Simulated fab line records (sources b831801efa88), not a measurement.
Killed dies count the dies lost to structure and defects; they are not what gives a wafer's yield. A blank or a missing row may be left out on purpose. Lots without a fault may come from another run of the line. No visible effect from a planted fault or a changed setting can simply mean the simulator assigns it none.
A lot that was struck, set against a sound lot -- flow sky130 -- 31 out of 708 route steps
Sound: the wafers L449.4, L449.5, L449.6. Struck: wafer L462.5. (L462.4, L462.6 of the same lot were not struck and are left out.) The cause comes at the end.
Each step with rows lists, per side, the tool, then ch with its chambers, then its first start. Under that, the readings that differ: sound wafers -- struck wafers -- difference of the means -- sigmas: that difference in standard deviations of wafers without a fault.
alike: readings whose means differ by less than 2 such deviations, and words and numbers that are the same on both sides. not compared: withheld readings, readings that some wafer has no value for, bounds like >300 that may hide the same value, and numbers for which the record gives no deviation and whose values overlap.
The two part at a step that has a row with sigmas, a row that says differs or no value, or rows on one side only. Non-overlapping numbers with no deviation appear without sigmas and do not part them. A reading missing from all wafers of one side parts the sides only when that side holds two or more wafers.

SKY_VIA1_ETCH_15: etches SiO2 in C4F8/O2/Ar, stops on TiN, target depth 351 nm, time 54 s.
  sound on rie_diel-02 ch 0,1,2, day 33 14:41; struck on rie_diel-04 ch 1, day 38 08:44
  alike: bias_w, oes_product_au
  not compared: rf_hours_counter_h
then, 4 steps without rows for these wafers: SKY_VIA1_STRIP_16 (strips in O2/N2); SKY_VIA1_STRIP_17 (strips in post etch residue remover, time 1200 s); SKY_VIA1_CLEAN_18 (cleans in IPA, time 180 s); SKY_VIA1_CLEAN_19 (cleans in O3/DIW).
SKY_VIA1_SPUTTER_20: material TiN, target thk 20 nm, time 80 s.
  sound: pvd_sputter-02 at day 33 15:19; struck: pvd_sputter-01 at day 38 09:25
  alike: throttle_valve_pct
then, 1 step without rows for these wafers: SKY_VIA1_CVD_21 (deposits W, target thk 270 nm, time 80.902 s).
SKY_VIA1_RS_MEAS_22: measures by four-point-probe.
  sound: film_metro-02 at day 33 15:38; struck: film_metro-04 at day 38 09:38
reading,sound,struck,difference,sigmas
VIA1_W_RS (ohm/sq),0.429 0.425 0.426,0.412,-0.015,-2
SKY_VIA1_THK_MEAS_23: measures by xrf.
  sound: film_metro-02 at day 33 15:43; struck: film_metro-04 at day 38 09:43
reading,sound,struck,difference,sigmas
VIA1_W_THK (nm),266 268 270,277,+9,+2
then, 1 step without rows for these wafers: SKY_VIA1_CMP_24 (polishes, stops on SiO2, t overpolish 15 s, target thk 0 nm).
SKY_METAL2_SPUTTER_00: material Ti, target thk 15 nm, time 10 s.
  sound: pvd_sputter-04 at day 33 16:03; struck: pvd_sputter-04 at day 38 10:03
  alike: throttle_valve_pct
SKY_METAL2_SPUTTER_01: material TiN, target thk 20 nm, time 16.7 s.
  sound: pvd_sputter-04 at day 33 16:04; struck: pvd_sputter-04 at day 38 10:04
  alike: throttle_valve_pct
SKY_METAL2_SPUTTER_02: material AlCu, target thk 250 nm, time 13.3 s.
  sound: pvd_sputter-04 at day 33 16:06; struck: pvd_sputter-04 at day 38 10:06
reading,sound,struck,difference,sigmas
model.AlCu_of_METAL2_SPUTTER_02.thk_nm (nm),242.1 241.7 242.2,492.5,+250.5,
  alike: throttle_valve_pct
then, 2 steps without rows for these wafers: SKY_METAL2_SPUTTER_03 (material Ti, target thk 5 nm, time 3.3 s); SKY_METAL2_SPUTTER_04 (material TiN, target thk 70 nm, time 58.3 s).
SKY_METAL2_RS_MEAS_05: measures by four-point-probe.
  sound: film_metro-02 at day 33 16:15; struck: film_metro-02 at day 38 10:15
reading,sound,struck,difference,sigmas
METAL2_ALCU_RS (ohm/sq),0.1309 0.1310 0.1309,0.0635,-0.0674,-42
SKY_METAL2_THK_MEAS_06: measures by xrf.
  sound: film_metro-02 at day 33 16:20; struck: film_metro-02 at day 38 10:20
reading,sound,struck,difference,sigmas
METAL2_ALCU_THK (nm),241 241 241,491,+250,+68
then, 8 steps without rows for these wafers: SKY_METAL2_DEHYDRATE_07 (time 60 s); SKY_METAL2_HMDS_08 (prime time 60 s); SKY_METAL2_COAT_09 (resist thk 60 nm); SKY_METAL2_COAT_10 (resist thk 450 nm); SKY_METAL2_SOFTBAKE_11 (time 90 s); SKY_METAL2_EXPOSE_12 (exposes mask MM2, target cd 140 nm); SKY_METAL2_PEB_13; SKY_METAL2_DEVELOP_14 (develop time 60 s).
SKY_METAL2_CD_MEAS_15: target cd 140 nm.
  sound: cd_sem-02 at day 34 19:07; struck: cd_sem-01 at day 39 10:16
  alike: cd_nm
SKY_METAL2_OVL_MEAS_16:
  sound: overlay-01 at day 34 19:11; struck: overlay-02 at day 39 10:20
  alike: METAL2_OVL
then, 2 steps without rows for these wafers: SKY_METAL2_DESCUM_17 (chemistry O2, time 8 s); SKY_METAL2_ETCH_18 (etches BARC in N2/H2, stops on SiO2, time 45.9 s, target depth 60 nm).
SKY_METAL2_METAL_ETCH_19: etches the open film in Cl2/BCl3, stops on SiO2, target depth 360 nm, time 78 s.
  sound on rie_metal-04 ch 0,1, day 34 19:20; struck on rie_metal-04 ch 1, day 39 10:38
reading,sound,struck,difference,sigmas
oes_product_au (a.u.),0.843 0.842 0.849,0.998,+0.153,+24
  alike: bias_w, drypump_motor_current_A, throttle_valve_pct
  not compared: rf_hours_counter_h
SKY_METAL2_STRIP_20: strips in O2/N2.
  sound on plasma_asher-02 ch 0,1, day 34 19:26; struck on plasma_asher-02 ch 1, day 39 10:46
  alike: drypump_motor_current_A, n2_flow_sccm, oes_product_au, strip_time_to_endpoint_s
  not compared: rf_hours_counter_h

## WHERE THEY PART
First at SKY_VIA1_RS_MEAS_22; last, within this record, at SKY_METAL2_METAL_ETCH_19. Later steps at which nothing parts them and some readings are alike: SKY_METAL2_STRIP_20.

WHY: what had been put in by the simulator
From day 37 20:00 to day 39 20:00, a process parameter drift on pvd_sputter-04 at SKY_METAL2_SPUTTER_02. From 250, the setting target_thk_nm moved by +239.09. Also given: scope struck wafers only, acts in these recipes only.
